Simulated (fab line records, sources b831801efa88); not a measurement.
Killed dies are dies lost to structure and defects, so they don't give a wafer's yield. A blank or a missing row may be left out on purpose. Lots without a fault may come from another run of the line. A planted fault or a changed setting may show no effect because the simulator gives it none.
Chamber matching | flow sky130 | SKY_VIA1_CMP_02 on cmp-02: 4 sister chambers
The step polishes SiO2. 8 wafers are shown with their chamber, then 7 later ones without.

WAFERS WITH THEIR CHAMBER
wafer  | chamber | motor_current_A (A) | slurry_filter_dp_kPa (kPa)
L944.5 | 0       | 11.2                | 13.58
L945.1 | 1       | 11.2                | 13.52
L945.4 | 2       | 9.7                 | 13.40
L948.1 | 2       | 10.3                | 13.61
L948.2 | 3       | 10.8                | 13.54
L948.3 | 1       | 10.9                | 13.44
L949.1 | 3       | 11.7                | 13.61
L949.4 | 0       | 11.6                | 13.57

WAFERS WITHOUT THEIR CHAMBER
wafer  | motor_current_A (A) | slurry_filter_dp_kPa (kPa)
L949.5 | 11.1                | 13.71
L950.2 | 9.9                 | 13.30
L950.3 | 12.5                | 13.53
L950.4 | 12.1                | 13.49
L951.1 | 10.4                | 13.44
L951.3 | 11.4                | 13.43
L951.4 | 12.3                | 13.59

WHICH CHAMBER EACH WENT THROUGH
wafer  | from the rows above               | in truth
L949.5 | can't be placed: 3 or 0 or 1 or 2 | 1
L950.2 | can't be placed: 2 or 1           | 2
L950.3 | can't be placed: 0 or 3 or 1      | 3
L950.4 | can't be placed: 0 or 3 or 1      | 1
L951.1 | can't be placed: 2 or 1 or 3 or 0 | 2
L951.3 | can't be placed: 1 or 0 or 3      | 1
L951.4 | can't be placed: 0 or 3 or 1      | 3
Placed correctly: 0 of 7. Can't be placed from these rows: 7 (the true chamber is among the candidates in 7). Placed wrongly: 0.
How it was worked out, from the rows above alone: a wafer's distance from a chamber is the root of the sum, over the readings, of the square of ((its reading less the chamber's mean) divided by the reading's scatter). The wafer belongs to the nearest chamber; if the next one is less than 2 further off, it can't be placed. A chamber's mean is the mean of its shown wafers. The scatter: the root of (the sum of the squares of (reading less its chamber's mean) over the shown wafers, divided by (wafers less chambers)).
